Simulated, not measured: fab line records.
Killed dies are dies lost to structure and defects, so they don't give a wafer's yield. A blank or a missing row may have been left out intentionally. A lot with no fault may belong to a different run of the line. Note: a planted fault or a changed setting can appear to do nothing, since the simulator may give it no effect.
Problem report, 8D (eight disciplines) form, completed by code || flow sfq-line || the parts of the form that need people (team, actions taken, sign-off) are left out

== 1. THE ISSUE ==
R5_OVL at SFQ_R5_OVL_MEAS_935 reads a mean of 163 nm on 6 wafers of 2 lots; wafers without a fault read 2 nm with a standard deviation of 5.6. That puts it +29 standard deviations away from the usual mean.
Earliest sighting: wafer L985.2 on overlay-01 at day 67 14:43. The record holds 42 wafers of 14 lots with a number at this step. Rule for "out", or "out of limits": more than 4 standard deviations from the usual mean. Any other wafer with a number is counted as sound.

== 2. WHAT IT IS; WHAT IT IS NOT ==
{"question": "which readings at this step", "is": "R5_OVL", "is not": "-"}
{"question": "which lots", "is": "L985, L986", "is not": "L969, L970, L971, L972, L973, L974, L975, L988, L989, L990, L991, L992"}
{"question": "which wafers of those lots", "is": "all that have a number", "is not": "-"}
{"question": "read on which gauges", "is": "overlay-01", "is not": "overlay-02"}
{"question": "when", "is": "from day 67 14:43", "is not": "up to then (21 sound wafers); but 15 sound wafers of L988, L989, L990, L991, L992 came after"}

== 3. THE SUSPECTS, EACH WITH WHAT RULES IT OUT ==
Counting: any tool at a process step up to the reading is kept as a suspect provided that every lot that is out went through it and no sound lot did after the first of them.
- the gauge at SFQ_R5_OVL_MEAS_935: kept. All the wafers that are out were read on overlay-01, and no step on other tools shows them out.
- krf-scanner-01 at SFQ_TRILAYER_R5_LITHO_EXPOSE_137 (exposes mask R5, target cd 500 nm): kept. Every lot that is out went through it, starting with L985 (day 67 13:25), and after that it ran no sound lot; the last sound lot it ran before then is L974 (day 56 12:07).
What counting leaves: krf-scanner-01 at SFQ_TRILAYER_R5_LITHO_EXPOSE_137 and overlay-01 at SFQ_R5_OVL_MEAS_935.

== 4. THE CAUSE (what the simulator had put in) ==
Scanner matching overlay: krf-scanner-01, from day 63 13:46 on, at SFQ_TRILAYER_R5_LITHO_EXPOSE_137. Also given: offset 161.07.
This tool is one of the 2 suspects left after counting.

== 5. SEQUENCE OF EFFECTS, ordered by route ==
Each row: a reading where the mean over the struck wafers with a number is more than 3 standard deviations away from the usual. Readings are gone through only where the record gives a usual standard deviation; hours: the median, over the lots, of the time from a lot's start at the first step in this table giving one to that lot's start at this step; sigmas: the change measured in usual standard deviations.
{"hours": 0, "step": "SFQ_R5_OVL_MEAS_935", "reading": "R5_OVL", "usual": "2 nm", "on struck wafers": 163, "change": "+161", "sigmas": "+29"}

== 6. HOW IT WOULD HAVE BEEN CAUGHT EARLIER ==
The first out-of-limits reading at a measuring or inspecting step in this record came at day 67 14:43, 97 hours after the fault's start at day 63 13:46.
Of the tool readings at SFQ_TRILAYER_R5_LITHO_EXPOSE_137 for which the record gives a usual standard deviation, none was out on any struck wafer, so an alarm limit of 4 standard deviations on them would not have fired.
Lots out: 2; of these, L986 started SFQ_TRILAYER_R5_LITHO_EXPOSE_137 on krf-scanner-01 after day 67 14:43. Putting the tool on hold at that point would have spared it.
